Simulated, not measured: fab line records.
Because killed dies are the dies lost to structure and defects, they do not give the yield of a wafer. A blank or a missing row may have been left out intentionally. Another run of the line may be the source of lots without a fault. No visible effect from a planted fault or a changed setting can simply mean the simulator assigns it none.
fab line records + flow sky130
[record]
- lots = 12
- wafers = 36
- lastDay = 50
route steps=708 shown FIELD_ISO@24 NWELL@34 PAD_OPEN@708
lots with no fault: from the same line, run without faults
startH: hours from the record's opening day to when the first of the lot's shown wafers began + waitH: hours elapsed since this lot's preceding step + " the same as in the row above + L1.1+2: several wafers, shown together as one row + - no value, or no start given + * or withheld: withheld + < > ~ a bound
route shown NAME@n: names a module that has steps shown in the file, with the first one's number in the route + usual: mean/standard deviation of fault-free wafers + same: alike in all rows + chamber/n: place in a boat + sites: readings site by site + _std_site: standard deviation of those values + _edge_site: mean of outer sites minus mean of inner sites + radiusMm: how far each site lies from the wafer's centre + mask NAME#n: copy n + behind: tool/chamber where the wafer was last shaped + hold: the reason the lot was held/the length of the hold in hours/how it ended + device: names the non-switching transistor (n, p or np) + end of line: the same wafers' tests at the end of the route + a step given without rows: its recipe and nothing more + killed: at the first sort, the dies lost to defects and structure; wafer yield is something else + map: a wafer's dies, marking killed ones x, the rest . and places with no die _
set.NAME: the setting the step ran with; set.NAME@STEP: the setting that earlier step ran with + model.NAME: the simulator's own value behind a step, which no gauge read
steps of the route over a sample of lots; a table a step, a row a wafer
services: a tool's chamber out of use, with start hour (startH, from the record's first day; less than 0 if before it), hours out, and reason
[[steps]]
[step SKY_FIELD_ISO_THK_MEAS_23]
[recipe]
- reads = SiO2_of_FIELD_ISO_OXIDATION_22
[usual]
- FIELD_ISO_OXIDATION_01_THK = 10.02/0.21
| lot.wafer | tool         | chamber | startH | waitH | FIELD_ISO_OXIDATION_01_THK[nm] |
|-----------|--------------|---------|--------|-------|--------------------------------|
| L595.2    | filmMetro-04 | -       | 32.14  | 0.0   | 9.83                           |
| L595.3    | "            | -       | "      | "     | 9.95                           |
| L595.4    | "            | -       | "      | "     | 9.82                           |
| L596.1    | filmMetro-01 | -       | 41.90  | 0.0   | 9.64                           |
| L596.2    | "            | -       | "      | "     | 9.58                           |
| L596.3    | "            | -       | "      | "     | 9.64                           |
| L598.2    | filmMetro-01 | -       | 53.98  | 0.0   | 10.15                          |
| L598.3    | "            | -       | "      | "     | 10.20                          |
| L598.5    | "            | -       | "      | "     | 10.05                          |
| L600.4    | filmMetro-01 | -       | 62.29  | 0.0   | 10.22                          |
| L600.5    | "            | -       | "      | "     | 10.09                          |
| L600.6    | "            | -       | "      | "     | 9.93                           |
| L601.3    | filmMetro-04 | -       | 63.40  | 0.0   | 10.14                          |
| L601.4    | "            | -       | "      | "     | 10.46                          |
| L601.5    | "            | -       | "      | "     | 10.19                          |
| L602.1    | filmMetro-04 | -       | 73.63  | 0.0   | 10.29                          |
| L602.3    | "            | -       | "      | "     | 10.09                          |
| L602.6    | "            | -       | "      | "     | 10.19                          |
| L603.1    | filmMetro-01 | -       | 76.40  | 0.0   | 9.88                           |
| L603.3    | "            | -       | "      | "     | 9.94                           |
| L603.4    | "            | -       | "      | "     | 10.03                          |
| L607.1    | filmMetro-04 | -       | 95.28  | 0.0   | 10.25                          |
| L607.3    | "            | -       | "      | "     | 10.26                          |
| L607.6    | "            | -       | "      | "     | 10.17                          |
| L608.3    | filmMetro-04 | -       | 100.60 | 0.0   | 10.26                          |
| L608.4    | "            | -       | "      | "     | 10.14                          |
| L608.5    | "            | -       | "      | "     | 10.17                          |
| L609.2    | filmMetro-04 | -       | 103.43 | 0.0   | 10.06                          |
| L609.4    | "            | -       | "      | "     | 10.08                          |
| L609.5    | "            | -       | "      | "     | 10.02                          |
| L617.2    | filmMetro-01 | -       | 154.16 | 0.0   | 10.02                          |
| L617.4    | "            | -       | "      | "     | 10.00                          |
| L617.6    | "            | -       | "      | "     | 10.03                          |
| L618.2    | filmMetro-04 | -       | 154.16 | 0.0   | 9.76                           |
| L618.4    | "            | -       | "      | "     | 10.17                          |
| L618.5    | "            | -       | "      | "     | 9.97                           |
[step SKY_NWELL_THK_MEAS_02]
[recipe]
- reads = SiO2_of_NWELL_OXIDATION_01
[usual]
- NWELL_OXIDATION_THK = 9.98/0.2
| lot.wafer | tool         | chamber | startH | waitH | NWELL_OXIDATION_THK[nm] |
|-----------|--------------|---------|--------|-------|-------------------------|
| L595.2    | filmMetro-03 | -       | 48.94  | 0.0   | 9.53                    |
| L595.3    | "            | -       | "      | "     | 9.47                    |
| L595.4    | "            | -       | "      | "     | 9.60                    |
| L596.1    | filmMetro-01 | -       | 56.25  | 0.0   | 10.08                   |
| L596.2    | "            | -       | "      | "     | 10.10                   |
| L596.3    | "            | -       | "      | "     | 10.04                   |
| L598.2    | filmMetro-03 | -       | 60.11  | 0.0   | 10.22                   |
| L598.3    | "            | -       | "      | "     | 9.92                    |
| L598.5    | "            | -       | "      | "     | 10.14                   |
| L600.4    | filmMetro-03 | -       | 66.34  | 0.0   | 10.25                   |
| L600.5    | "            | -       | "      | "     | 10.00                   |
| L600.6    | "            | -       | "      | "     | 10.23                   |
| L601.3    | filmMetro-01 | -       | 69.88  | 0.0   | 9.84                    |
| L601.4    | "            | -       | "      | "     | 9.77                    |
| L601.5    | "            | -       | "      | "     | 9.89                    |
| L602.1    | filmMetro-01 | -       | 78.23  | 0.0   | 10.23                   |
| L602.3    | "            | -       | "      | "     | 10.14                   |
| L602.6    | "            | -       | "      | "     | 10.10                   |
| L603.1    | filmMetro-02 | -       | 82.49  | 0.0   | 9.86                    |
| L603.3    | "            | -       | "      | "     | 9.89                    |
| L603.4    | "            | -       | "      | "     | 9.92                    |
| L607.1    | filmMetro-03 | -       | 100.94 | 0.0   | 9.86                    |
| L607.3    | "            | -       | "      | "     | 9.83                    |
| L607.6    | "            | -       | "      | "     | 9.92                    |
| L608.3    | filmMetro-02 | -       | 104.76 | 0.0   | 9.89                    |
| L608.4    | "            | -       | "      | "     | 9.79                    |
| L608.5    | "            | -       | "      | "     | 10.02                   |
| L609.2    | filmMetro-03 | -       | 109.01 | 0.0   | 10.05                   |
| L609.4    | "            | -       | "      | "     | 10.11                   |
| L609.5    | "            | -       | "      | "     | 10.01                   |
| L617.2    | filmMetro-03 | -       | 166.36 | 0.0   | 10.16                   |
| L617.4    | "            | -       | "      | "     | 10.09                   |
| L617.6    | "            | -       | "      | "     | 9.99                    |
| L618.2    | filmMetro-02 | -       | 166.36 | 0.0   | 9.81                    |
| L618.4    | "            | -       | "      | "     | 9.78                    |
| L618.5    | "            | -       | "      | "     | 9.63                    |
[step SKY_NWELL_COAT_05]
[recipe]
- spinRpm = 2000
- resistThkNm = 3000
[usual]
- dispensePressureKPa = 51.3/1.1
- spinSpeedRpm = 2000.1/1.4
| lot.wafer | tool          | chamber | startH | waitH | dispensePressureKPa | spinSpeedRpm |
|-----------|---------------|---------|--------|-------|---------------------|--------------|
| L595.2    | lithoTrack-04 | 0       | 90.02  | 0.1   | 50.2                | 1998.8       |
| L595.3    | "             | 0       | "      | "     | 50.1                | 1999.5       |
| L595.4    | "             | 0       | "      | "     | 50.1                | 1999.6       |
| L596.1    | lithoTrack-03 | 0       | 98.00  | 0.1   | 52.5                | 1998.4       |
| L596.2    | "             | 0       | "      | "     | 52.5                | 1995.6       |
| L596.3    | "             | 0       | "      | "     | 52.6                | 1998.6       |
| L598.2    | lithoTrack-03 | 0       | 102.28 | 0.1   | 52.5                | 1999.1       |
| L598.3    | "             | 0       | "      | "     | 52.5                | 2000.9       |
| L598.5    | "             | 0       | "      | "     | 52.6                | 2001.2       |
| L600.4    | lithoTrack-04 | 0       | 109.32 | 0.1   | 50.1                | 1998.2       |
| L600.5    | "             | 0       | "      | "     | 50.1                | 1996.8       |
| L600.6    | "             | 0       | "      | "     | 50.1                | 1998.4       |
| L601.3    | lithoTrack-02 | 0       | 114.30 | 0.1   | 51.5                | 2001.8       |
| L601.4    | "             | 0       | "      | "     | 51.5                | 1999.1       |
| L601.5    | "             | 0       | "      | "     | 51.5                | 1999.3       |
| L602.1    | lithoTrack-03 | 0       | 123.95 | 0.1   | 52.6                | 2000.2       |
| L602.3    | "             | 0       | "      | "     | 52.6                | 1996.5       |
| L602.6    | "             | 0       | "      | "     | 52.5                | 1999.2       |
| L603.1    | lithoTrack-04 | 0       | 127.34 | 0.1   | 50.1                | 2001.3       |
| L603.3    | "             | 0       | "      | "     | 50.1                | 2001.0       |
| L603.4    | "             | 0       | "      | "     | 50.1                | 1999.8       |
| L607.1    | lithoTrack-04 | 0       | 147.64 | 0.1   | 50.1                | 2188.9       |
| L607.3    | "             | 0       | "      | "     | 50.1                | 2187.8       |
| L607.6    | "             | 0       | "      | "     | 50.1                | 2186.7       |
| L608.3    | lithoTrack-03 | 0       | 151.65 | 0.1   | 52.6                | 2001.3       |
| L608.4    | "             | 0       | "      | "     | 52.5                | 1998.6       |
| L608.5    | "             | 0       | "      | "     | 52.6                | 1997.4       |
| L609.2    | lithoTrack-04 | 0       | 155.42 | 0.1   | 50.1                | 2186.5       |
| L609.4    | "             | 0       | "      | "     | 50.2                | 2188.6       |
| L609.5    | "             | 0       | "      | "     | 50.1                | 2189.6       |
| L617.2    | lithoTrack-04 | 0       | 217.27 | 0.1   | 50.2                | 2000.0       |
| L617.4    | "             | 0       | "      | "     | 50.2                | 2000.5       |
| L617.6    | "             | 0       | "      | "     | 50.1                | 1997.9       |
| L618.2    | lithoTrack-04 | 0       | 218.22 | 0.1   | 50.1                | 2000.4       |
| L618.4    | "             | 0       | "      | "     | 50.1                | 1999.0       |
| L618.5    | "             | 0       | "      | "     | 50.1                | 1999.6       |
[step SKY_NWELL_STRIP_14]
[recipe]
- chemistry = O2/N2
- powerW = 1400
- pressureMtorr = 1500
- platenTempC = withheld
- o2FlowSccm = 3000
- n2FlowSccm = 300
- overashFraction = 0.5
[usual]
- drypumpMotorCurrentA = 5.7/0.32
- oesProductAu = 0.722/0.0046
- stripTimeToEndpointS = 36.90/0.12
[same]
- overashFraction = 0.5
| lot.wafer | tool           | chamber | startH | waitH | drypumpMotorCurrentA | oesProductAu | rfHoursCounterH | stripTimeToEndpointS |
|-----------|----------------|---------|--------|-------|----------------------|--------------|-----------------|----------------------|
| L595.2    | plasmaAsher-04 | 0       | 100.09 | 0.1   | 5.6                  | 0.716        | 29              | 36.87                |
| L595.3    | "              | 1       | "      | "     | 5.9                  | 0.725        | -               | 36.83                |
| L595.4    | "              | 0       | "      | "     | 5.6                  | 0.717        | -               | 36.94                |
| L596.1    | plasmaAsher-03 | 1       | 107.69 | 0.1   | 5.4                  | 0.724        | 43              | 36.87                |
| L596.2    | "              | 0       | "      | "     | 5.5                  | 0.715        | 43              | 37.00                |
| L596.3    | "              | 1       | "      | "     | 5.4                  | 0.723        | -               | 36.95                |
| L598.2    | plasmaAsher-03 | 1       | 112.09 | 0.1   | 5.4                  | 0.723        | 44              | 37.08                |
| L598.3    | "              | 1       | "      | "     | 5.4                  | 0.714        | -               | 37.19                |
| L598.5    | "              | 1       | "      | "     | 5.4                  | 0.723        | -               | 37.16                |
| L600.4    | plasmaAsher-01 | 1       | 119.41 | 0.1   | 6.3                  | 0.729        | -               | 36.90                |
| L600.5    | "              | 1       | "      | "     | 6.3                  | 0.728        | -               | 36.89                |
| L600.6    | "              | 0       | "      | "     | 5.8                  | 0.716        | -               | 36.89                |
| L601.3    | plasmaAsher-03 | 1       | 124.32 | 0.1   | 5.4                  | 0.727        | -               | 36.77                |
| L601.4    | "              | 0       | "      | "     | 5.5                  | 0.716        | -               | 36.72                |
| L601.5    | "              | 0       | "      | "     | 5.5                  | 0.718        | -               | 36.64                |
| L602.1    | plasmaAsher-04 | 0       | 133.98 | 0.1   | 5.6                  | 0.714        | 33              | 36.81                |
| L602.3    | "              | 1       | "      | "     | 5.9                  | 0.722        | -               | 36.99                |
| L602.6    | "              | 1       | "      | "     | 5.9                  | 0.721        | -               | 36.90                |
| L603.1    | plasmaAsher-03 | 1       | 137.83 | 0.1   | 5.5                  | 0.721        | 46              | 36.82                |
| L603.3    | "              | 1       | "      | "     | 5.5                  | 0.721        | -               | 36.86                |
| L603.4    | "              | 0       | "      | "     | 5.5                  | 0.720        | -               | 36.69                |
| L607.1    | plasmaAsher-01 | 0       | 157.34 | 0.1   | 5.8                  | 0.726        | 4               | 35.34                |
| L607.3    | "              | 0       | "      | "     | 5.8                  | 0.726        | -               | 35.23                |
| L607.6    | "              | 0       | "      | "     | 5.8                  | 0.711        | -               | 35.28                |
| L608.3    | plasmaAsher-01 | 1       | 161.62 | 0.1   | 6.3                  | 0.727        | -               | 37.07                |
| L608.4    | "              | 0       | "      | "     | 5.8                  | 0.722        | -               | 37.13                |
| L608.5    | "              | 0       | "      | "     | 5.8                  | 0.720        | -               | 36.88                |
| L609.2    | plasmaAsher-01 | 0       | 165.04 | 0.1   | 5.8                  | 0.712        | 4               | 35.44                |
| L609.4    | "              | 0       | "      | "     | 5.8                  | 0.720        | -               | 35.44                |
| L609.5    | "              | 0       | "      | "     | 5.8                  | 0.729        | -               | 35.47                |
| L617.2    | plasmaAsher-01 | 0       | 228.69 | 0.1   | 5.8                  | 0.719        | 10              | 36.90                |
| L617.4    | "              | 1       | "      | "     | 6.3                  | 0.732        | -               | 36.79                |
| L617.6    | "              | 1       | "      | "     | 6.3                  | 0.720        | -               | 36.95                |
| L618.2    | plasmaAsher-01 | 0       | 229.74 | 0.1   | 5.8                  | 0.725        | 10              | 36.91                |
| L618.4    | "              | 1       | "      | "     | 6.4                  | 0.723        | -               | 36.97                |
| L618.5    | "              | 0       | "      | "     | 5.8                  | 0.731        | -               | 36.94                |
[step SKY_NWELL_STRIP_25]
[recipe]
- chemistry = O2/N2
- powerW = 1400
- pressureMtorr = 1500
- platenTempC = withheld
- o2FlowSccm = 3000
- n2FlowSccm = 300
- overashFraction = 0.5
[usual]
- drypumpMotorCurrentA = 5.8/0.3
- oesProductAu = 0.722/0.0047
- stripTimeToEndpointS = 36.86/0.095
[same]
- overashFraction = 0.5
| lot.wafer | tool           | chamber | startH | waitH | drypumpMotorCurrentA | oesProductAu | rfHoursCounterH | stripTimeToEndpointS |
|-----------|----------------|---------|--------|-------|----------------------|--------------|-----------------|----------------------|
| L595.2    | plasmaAsher-01 | 0       | 118.44 | 0.1   | 5.8                  | 0.733        | 0               | 36.67                |
| L595.3    | "              | 0       | "      | "     | 5.8                  | 0.713        | -               | 36.86                |
| L595.4    | "              | 1       | "      | "     | 6.3                  | 0.716        | -               | 36.70                |
| L596.1    | plasmaAsher-03 | 0       | 125.68 | 0.1   | 5.5                  | 0.731        | 45              | 36.93                |
| L596.2    | "              | 1       | "      | "     | 5.4                  | 0.723        | 45              | 36.97                |
| L596.3    | "              | 0       | "      | "     | 5.5                  | 0.722        | -               | 36.87                |
| L598.2    | plasmaAsher-03 | 1       | 130.34 | 0.1   | 5.4                  | 0.724        | 46              | 36.83                |
| L598.3    | "              | 0       | "      | "     | 5.4                  | 0.723        | -               | 36.77                |
| L598.5    | "              | 1       | "      | "     | 5.5                  | 0.718        | -               | 36.85                |
| L600.4    | plasmaAsher-04 | 1       | 138.56 | 0.1   | 5.9                  | 0.719        | -               | 36.96                |
| L600.5    | "              | 1       | "      | "     | 5.9                  | 0.720        | -               | 36.95                |
| L600.6    | "              | 0       | "      | "     | 5.6                  | 0.721        | -               | 36.82                |
| L601.3    | plasmaAsher-03 | 0       | 143.71 | 0.1   | 5.5                  | 0.719        | -               | 36.90                |
| L601.4    | "              | 1       | "      | "     | 5.5                  | 0.720        | -               | 36.98                |
| L601.5    | "              | 0       | "      | "     | 5.5                  | 0.720        | -               | 36.87                |
| L602.1    | plasmaAsher-01 | 0       | 152.74 | 0.1   | 5.8                  | 0.725        | 3               | 37.04                |
| L602.3    | "              | 0       | "      | "     | 5.8                  | 0.724        | -               | 37.09                |
| L602.6    | "              | 0       | "      | "     | 5.8                  | 0.726        | -               | 37.19                |
| L603.1    | plasmaAsher-03 | 0       | 156.74 | 0.1   | 5.5                  | 0.728        | 48              | 36.82                |
| L603.3    | "              | 1       | "      | "     | 5.4                  | 0.720        | -               | 37.01                |
| L603.4    | "              | 0       | "      | "     | 5.5                  | 0.729        | -               | 36.87                |
| L607.1    | plasmaAsher-04 | 1       | 176.63 | 0.1   | 5.9                  | 0.724        | 37              | 36.82                |
| L607.3    | "              | 0       | "      | "     | 5.6                  | 0.717        | -               | 36.80                |
| L607.6    | "              | 1       | "      | "     | 5.9                  | 0.717        | -               | 36.88                |
| L608.3    | plasmaAsher-01 | 1       | 180.42 | 0.1   | 6.3                  | 0.720        | -               | 36.73                |
| L608.4    | "              | 0       | "      | "     | 5.8                  | 0.725        | -               | 36.70                |
| L608.5    | "              | 1       | "      | "     | 6.4                  | 0.725        | -               | 36.74                |
| L609.2    | plasmaAsher-04 | 0       | 185.34 | 0.1   | 5.6                  | 0.718        | 38              | 36.76                |
| L609.4    | "              | 1       | "      | "     | 5.9                  | 0.716        | -               | 36.70                |
| L609.5    | "              | 1       | "      | "     | 5.9                  | 0.723        | -               | 36.74                |
| L617.2    | plasmaAsher-01 | 1       | 252.44 | 0.1   | 6.4                  | 0.720        | 13              | 36.84                |
| L617.4    | "              | 1       | "      | "     | 6.3                  | 0.719        | -               | 36.74                |
| L617.6    | "              | 1       | "      | "     | 6.3                  | 0.722        | -               | 36.80                |
| L618.2    | plasmaAsher-04 | 1       | 253.19 | 0.1   | 5.9                  | 0.728        | 45              | 36.77                |
| L618.4    | "              | 0       | "      | "     | 5.6                  | 0.721        | -               | 36.95                |
| L618.5    | "              | 1       | "      | "     | 5.9                  | 0.720        | -               | 36.92                |
[step SKY_PAD_OPEN_PROBE_99]
[usual]
- killed_at_M0_to_M3 = 44/7.1
- killed_at_M4_up = 3.0/1.9
- killedAtContacts = 25/5.6
- killedAtFrontEnd = 14/4.1
- killedAtOther = 0.2/0.44
- killedDies = 86/9.1
- killedOpen = 47/7.4
- killedShort = 39/5.7
[same]
- grossDies = 492
- killedAtBackSide = 0
| lot.wafer | tool      | chamber | startH  | waitH | killed_at_M0_to_M3 | killed_at_M4_up | killedAtContacts | killedAtFrontEnd | killedAtOther | killedDies | killedOpen | killedShort |
|-----------|-----------|---------|---------|-------|--------------------|-----------------|------------------|------------------|---------------|------------|------------|-------------|
| L595.2    | prober-02 | -       | 1091.77 | 0.1   | 41                 | 1               | 28               | 12               | 0             | 82         | 44         | 38          |
| L595.3    | prober-02 | -       | 1091.82 | 0.2   | 39                 | 1               | 38               | 13               | 0             | 91         | 52         | 39          |
| L595.4    | prober-02 | -       | 1091.87 | 0.2   | 33                 | 6               | 23               | 19               | 0             | 81         | 41         | 38          |
| L596.1    | prober-02 | -       | 1095.57 | 0.1   | 30                 | 2               | 42               | 15               | 1             | 90         | 59         | 31          |
| L596.2    | prober-02 | -       | 1095.62 | 0.1   | 34                 | 1               | 30               | 14               | 0             | 79         | 40         | 39          |
| L596.3    | prober-02 | -       | 1095.67 | 0.2   | 46                 | 6               | 23               | 11               | 0             | 86         | 46         | 40          |
| L607.1    | prober-02 | -       | 1143.20 | 0.1   | 55                 | 5               | 26               | 2                | 0             | 88         | 53         | 35          |
| L607.3    | prober-02 | -       | 1143.30 | 0.2   | 50                 | 2               | 17               | 9                | 1             | 79         | 45         | 34          |
| L607.6    | prober-02 | -       | 1143.45 | 0.2   | 46                 | 3               | 30               | 15               | 1             | 95         | 45         | 50          |
| L608.3    | prober-01 | -       | 1159.70 | 0.2   | 56                 | 6               | 33               | 20               | 0             | 115        | 58         | 57          |
| L608.4    | prober-01 | -       | 1159.75 | 0.2   | 44                 | 3               | 33               | 15               | 0             | 95         | 55         | 40          |
| L608.5    | prober-01 | -       | 1159.80 | 0.2   | 53                 | 2               | 30               | 13               | 1             | 99         | 54         | 45          |
| L609.2    | prober-01 | -       | 1160.72 | 0.1   | 38                 | 3               | 23               | 10               | 0             | 74         | 40         | 34          |
| L609.4    | prober-01 | -       | 1160.82 | 0.2   | 41                 | 4               | 20               | 19               | 0             | 84         | 45         | 39          |
| L609.5    | prober-01 | -       | 1160.87 | 0.2   | 40                 | 6               | 35               | 9                | 0             | 90         | 46         | 44          |
| L617.2    | prober-02 | -       | 1204.37 | 0.1   | 40                 | 2               | 28               | 17               | 0             | 87         | 38         | 49          |
| L617.4    | prober-02 | -       | 1204.47 | 0.2   | 32                 | 6               | 21               | 20               | 0             | 79         | 33         | 46          |
| L617.6    | prober-02 | -       | 1204.57 | 0.2   | 42                 | 2               | 28               | 15               | 0             | 87         | 49         | 38          |
// killed by level:class
L595.2 CONTACT:geometricParticle:open=12 VIA1:geometricParticle:open=11 CONTACT:geometricParticle:short=6 VIA3:geometricParticle:open=6 LI_CONTACT:geometricParticle:open=5 METAL1:geometricParticle:short=5 LOCAL_INTERCONNECT:geometricParticle:short=4 VIA1:geometricParticle:short=4
L595.3 CONTACT:geometricParticle:open=18 LI_CONTACT:geometricParticle:open=11 METAL1:geometricParticle:short=8 VIA1:geometricParticle:open=8 VIA2:geometricParticle:short=6 POLY_GATE:geometricParticle:short=5 VIA3:geometricParticle:open=5 METAL2:geometricParticle:short=4
L595.4 LI_CONTACT:geometricParticle:open=7 CONTACT:geometricParticle:open=7 METAL4:geometricParticle:short=6 FIELD_ISO:geometricParticle:short=5 CONTACT:geometricParticle:short=5 VIA1:geometricParticle:open=5 METAL2:geometricParticle:short=5 VIA3:geometricParticle:open=5
L596.1 CONTACT:geometricParticle:open=22 VIA1:geometricParticle:open=10 LI_CONTACT:geometricParticle:open=8 LOCAL_INTERCONNECT:geometricParticle:short=7 METAL2:geometricParticle:short=6 FIELD_ISO:geometricParticle:open=4 POLY_GATE:geometricParticle:short=4 VIA2:geometricParticle:open=4
L596.2 LOCAL_INTERCONNECT:geometricParticle:short=10 CONTACT:geometricParticle:open=9 LI_CONTACT:geometricParticle:open=6 METAL2:geometricParticle:short=6 POLY_GATE:geometricParticle:short=5 VIA2:geometricParticle:open=5 VIA1:geometricParticle:open=4 VIA1:geometricParticle:short=4
L596.3 LI_CONTACT:geometricParticle:open=10 VIA1:geometricParticle:open=9 CONTACT:geometricParticle:open=6 VIA1:geometricParticle:short=6 VIA3:geometricParticle:open=6 METAL1:geometricParticle:short=5 METAL2:geometricParticle:short=5 METAL3:geometricParticle:short=5
L607.1 VIA1:geometricParticle:open=18 CONTACT:geometricParticle:open=12 VIA2:geometricParticle:open=10 LI_CONTACT:geometricParticle:short=5 METAL3:geometricParticle:short=5 LI_CONTACT:geometricParticle:open=4 METAL1:geometricParticle:short=4 VIA3:geometricParticle:short=4
L607.3 VIA2:geometricParticle:open=15 CONTACT:geometricParticle:open=7 LI_CONTACT:geometricParticle:open=6 VIA1:geometricParticle:short=6 VIA1:geometricParticle:open=5 METAL1:geometricParticle:short=5 VIA2:geometricParticle:short=5 VIA3:geometricParticle:open=4
L607.6 VIA1:geometricParticle:open=11 LI_CONTACT:geometricParticle:open=9 CONTACT:geometricParticle:short=7 VIA2:geometricParticle:open=7 LOCAL_INTERCONNECT:geometricParticle:short=6 VIA1:geometricParticle:short=5 METAL1:geometricParticle:short=5 METAL3:geometricParticle:short=5
L608.3 VIA1:geometricParticle:open=13 LI_CONTACT:geometricParticle:open=11 POLY_GATE:geometricParticle:open=10 CONTACT:geometricParticle:short=9 METAL1:geometricParticle:short=9 VIA1:geometricParticle:short=8 METAL4:geometricParticle:short=6 METAL2:geometricParticle:short=5
L608.4 CONTACT:geometricParticle:open=14 LI_CONTACT:geometricParticle:open=7 VIA1:geometricParticle:short=7 VIA1:geometricParticle:open=7 METAL2:geometricParticle:short=7 VIA3:geometricParticle:open=7 FIELD_ISO:geometricParticle:open=6 VIA2:geometricParticle:open=6
L608.5 VIA1:geometricParticle:open=12 CONTACT:geometricParticle:open=10 VIA3:geometricParticle:open=9 LI_CONTACT:geometricParticle:open=8 METAL2:geometricParticle:short=8 POLY_GATE:geometricParticle:short=5 CONTACT:geometricParticle:short=5 VIA2:geometricParticle:open=5
L609.2 CONTACT:geometricParticle:open=14 METAL1:geometricParticle:short=7 VIA1:geometricParticle:open=6 VIA3:geometricParticle:open=6 FIELD_ISO:geometricParticle:open=4 VIA2:geometricParticle:short=4 VIA2:geometricParticle:open=4 FIELD_ISO:geometricParticle:short=3
L609.4 VIA1:geometricParticle:open=11 FIELD_ISO:geometricParticle:open=7 LI_CONTACT:geometricParticle:open=7 FIELD_ISO:geometricParticle:short=6 METAL1:geometricParticle:short=5 CONTACT:geometricParticle:short=5 VIA2:geometricParticle:open=5 CONTACT:geometricParticle:open=4
L609.5 VIA1:geometricParticle:open=12 LI_CONTACT:geometricParticle:open=11 CONTACT:geometricParticle:open=11 VIA1:geometricParticle:short=8 LOCAL_INTERCONNECT:geometricParticle:short=7 VIA3:geometricParticle:open=6 CONTACT:geometricParticle:short=5 FIELD_ISO:geometricParticle:short=4
L617.2 LI_CONTACT:geometricParticle:open=10 METAL1:geometricParticle:short=8 VIA1:geometricParticle:open=7 POLY_GATE:geometricParticle:short=6 VIA1:geometricParticle:short=5 LI_CONTACT:geometricParticle:short=5 CONTACT:geometricParticle:short=5 CONTACT:geometricParticle:open=5
L617.4 CONTACT:geometricParticle:open=8 LI_CONTACT:geometricParticle:open=7 VIA3:geometricParticle:short=6 FIELD_ISO:geometricParticle:short=5 POLY_GATE:geometricParticle:short=5 VIA2:geometricParticle:open=5 METAL1:geometricParticle:short=4 METAL3:geometricParticle:short=4
L617.6 CONTACT:geometricParticle:open=13 VIA2:geometricParticle:open=8 VIA3:geometricParticle:open=7 CONTACT:geometricParticle:short=5 METAL2:geometricParticle:short=5 FIELD_ISO:geometricParticle:open=4 POLY_GATE:geometricParticle:short=4 VIA3:geometricParticle:short=4
[[services]]
| tool           | chamber | startH | hours | kind      |
|----------------|---------|--------|-------|-----------|
| plasmaAsher-01 | -       | 108.75 | 9.0   | pm        |
| plasmaAsher-01 | 0       | 108.75 | 9.0   | ventCycle |
| plasmaAsher-01 | 1       | 108.75 | 9.0   | ventCycle |
| plasmaAsher-01 | 0       | 117.75 | -     | clean     |
| plasmaAsher-01 | 1       | 117.75 | -     | clean     |
[[key]]
[firstSign]
- step = SKY_NWELL_COAT_05
- reading = spinSpeedRpm
- direction = up
- sigmas = 99+
- usual = 2000.1
- struck = 2188.0
[effect]
- step = SKY_NWELL_STRIP_14
- reading = stripTimeToEndpointS
- direction = down
- sigmas = 12
- usual = *
- struck = *
metAt SKY_NWELL_COAT_05
struckLots L607,L609
testerLeftOut L607,L609
notActingAt SKY_FIELD_ISO_THK_MEAS_23,SKY_NWELL_THK_MEAS_02,SKY_NWELL_STRIP_25
onsetBetween 127.34 147.64
[fault]
- kind = processParameterDrift
- tool = lithoTrack-04
- chamber = -
- onsetH = 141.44
- steps = SKY_NWELL_COAT_05
- channel = spinRpm
- offset = 187.65
- shape = step
- endH = 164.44
- actsIn = theseRecipesOnly
- stated = 2000
// testerLeftOut: of these lots the tester's yield and bins aren't shown, on N5 and GAA mostly nor the transistor test; their killed dies are dies lost to structure and defects alone, not to doping, threshold or leakage, so they don't give the yield
